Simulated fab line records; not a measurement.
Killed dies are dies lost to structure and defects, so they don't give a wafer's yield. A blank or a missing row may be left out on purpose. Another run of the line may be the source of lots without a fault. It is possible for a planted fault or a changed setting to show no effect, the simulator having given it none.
Comparing a struck lot with a sound one ; flow gf180mcu ; 43 out of 602 route steps
Sound: the wafers L493.1, L493.3, L493.5. The struck wafers were L501.1, L501.2, L501.4. The cause is named last.
Order at every step that has rows: each side's tool, ch and its chambers, its first start. Under that, the readings that differ: sound wafers ; struck wafers ; difference of the means ; sigmas: that difference in standard deviations of wafers without a fault.
alike: a reading whose means differ by less than 2 such deviations, as well as words and numbers matching on both sides. not compared: withheld readings; readings where some wafer has no value; bounds like >300 that might hide an equal value; numbers whose values overlap and for which the record gives no deviation.
A row with sigmas, a row that says differs or no value, or rows on one side alone: a step with any of these is where the two part. Numbers that don't overlap but have no deviation are shown without sigmas and don't part them. A reading missing from all wafers of one side parts the sides only when that side holds two or more wafers.

first, 2 steps without rows for these wafers: GF_HV_LDD_PEB_44; GF_HV_LDD_DEVELOP_45 (develop time 60 s).
GF_HV_LDD_CD_MEAS_46: the cd target is 400 nm.
  struck on cd sem-01, day 16 04:06; sound on cd sem-01, day 13 12:43
  alike: cd nm
GF_HV_LDD_OVL_MEAS_47:
  struck on overlay-02, day 16 04:13; sound on overlay-02, day 13 12:50
  alike: HV_LDD_03_OVL
then, 1 step without rows for these wafers: GF_HV_LDD_IMPLANT_48.
GF_HV_LDD_STRIP_49: strips in O2/N2.
  sound on plasma asher-04 ch 0,1, day 13 13:01; struck on plasma asher-02 ch 0,1, day 16 04:25
  alike: drypump motor current A, heater power w, oes product au, strip time to endpoint s
  not compared: rf hours counter h
GF_HV_LDD_TW_MEAS_50:
  struck on film metro-03, day 16 04:31; sound on film metro-02, day 13 13:07
  alike: HV_LDD_4_TW
then, 1 step without rows for these wafers: GF_HV_LDD_CLEAN_51 (cleans in SC1/SC2, time 150 s).
GF_HV_LDD_RTA_52: time 10 s.
  sound on rtp anneal-01 ch 0, day 13 13:13; struck on rtp anneal-02 ch 0, day 16 04:37
reading;sound;struck;difference;sigmas
lamp power pct (%);32.5 32.5 32.5;33.4 33.4 33.4;+0.9;+2
  alike: wafer_temp_C_max
GF_HV_LDD_RS_MEAS_53: measures by four-point-probe.
  struck on film metro-03, day 16 04:41; sound on film metro-03, day 13 13:17
  alike: HV_LDD_RS
then, 1 step without rows for these wafers: GF_HV_LDD_CVD_54 (deposits SiO2 from TEOS, target thk 10 nm, time 75 s).
GF_HV_LDD_THK_MEAS_55:
  struck on film metro-03, day 16 05:50; sound on film metro-04, day 13 14:56
  alike: HV_LDD_CVD_54_THK
GF_HV_LDD_CVD_56: deposits Si3N4 from DCS/NH3, target thk 90 nm, time 1543 s.
  sound on lpcvd-02 ch 0, day 13 15:00; struck on lpcvd-02 ch 0, day 16 05:53
GF_HV_LDD_THK_MEAS_57:
  struck on film metro-04, day 16 07:19; sound on film metro-02, day 13 17:08
  alike: HV_LDD_CVD_56_THK
GF_HV_LDD_ETCHBACK_58: etches Si3N4 in CH3F/O2, stops on SiO2, time 100 s, target depth 90 nm.
  sound on rie diel-03 ch 0,1,3, day 13 17:12; struck on rie diel-04 ch 1,2,3, day 16 07:23
reading;sound;struck;difference;sigmas
oes product au (a.u.);0.833 0.855 0.836;0.827 0.826 0.827;-0.015;-2
  alike: drypump motor current A, throttle valve pct
  not compared: rf hours counter h
then, 7 steps without rows for these wafers: GF_NSD_DEHYDRATE_00 (time 60 s); GF_NSD_HMDS_01 (prime time 60 s); GF_NSD_COAT_02 (resist thk 1000 nm); GF_NSD_SOFTBAKE_03 (time 60 s); GF_NSD_EXPOSE_04 (exposes mask Nplus, target cd 400 nm); GF_NSD_PEB_05; GF_NSD_DEVELOP_06 (develop time 60 s).
GF_NSD_CD_MEAS_07: the cd target is 400 nm.
  struck on cd sem-02, day 17 05:22; sound on cd sem-02, day 14 14:22
  alike: cd nm
GF_NSD_OVL_MEAS_08:
  struck on overlay-01, day 17 05:29; sound on overlay-02, day 14 14:29
  alike: NSD_OVL
then, 2 steps without rows for these wafers: GF_NSD_IMPLANT_09; GF_NSD_IMPLANT_10.
GF_NSD_STRIP_11: strips in O2/N2.
  sound on plasma asher-03 ch 0,1, day 14 14:49; struck on plasma asher-04 ch 0,1, day 17 05:49
  alike: drypump motor current A, heater power w, oes product au, strip time to endpoint s
  not compared: rf hours counter h
GF_NSD_TW_MEAS_12:
  struck on film metro-01, day 17 05:55; sound on film metro-01, day 14 14:55
  alike: NSD_TW
then, 3 steps without rows for these wafers: GF_PSD_DEHYDRATE_00 (time 60 s); GF_PSD_HMDS_01 (prime time 60 s); GF_PSD_COAT_02 (resist thk 1000 nm).
GF_PSD_SOFTBAKE_03: time 61.52 s.
  sound on litho track-01 ch 0, day 15 01:43; struck on litho track-03 ch 0, day 17 17:15
  alike: plate sensor t centre C, plate sensor t edge C
then, 3 steps without rows for these wafers: GF_PSD_EXPOSE_04 (exposes mask Pplus, target cd 400 nm); GF_PSD_PEB_05; GF_PSD_DEVELOP_06 (develop time 60 s).
GF_PSD_CD_MEAS_07: the cd target is 400 nm.
  struck on cd sem-01, day 18 05:09; sound on cd sem-02, day 15 11:49
  alike: cd nm
GF_PSD_OVL_MEAS_08:
  struck on overlay-02, day 18 05:16; sound on overlay-01, day 15 11:56
  alike: PSD_OVL
then, 2 steps without rows for these wafers: GF_PSD_IMPLANT_09; GF_PSD_STRIP_10 (strips in O2/N2).
GF_PSD_TW_MEAS_11:
  struck on film metro-01, day 18 05:34; sound on film metro-03, day 15 12:13
  alike: PSD_TW
then, 2 steps without rows for these wafers: GF_PSD_CLEAN_12 (cleans in SC1/SC2, time 150 s); GF_PSD_RTA_13 (time 20 s).
-- the record jumps here: 14 days lie between the struck wafers' starts before and after (it left off in module PSD and takes up again in module PASSIVATION, whose first step shown is number 602 of the route) --
GF_PASSIVATION_PROBE_99:
  record: rows for the struck wafers here (prober-02, day 32 06:29), none for the sound ones

## WHERE THEY PART
At GF_HV_LDD_RTA_52 first; at GF_PASSIVATION_PROBE_99 last (within this record only).

WHY: what the simulator had put in
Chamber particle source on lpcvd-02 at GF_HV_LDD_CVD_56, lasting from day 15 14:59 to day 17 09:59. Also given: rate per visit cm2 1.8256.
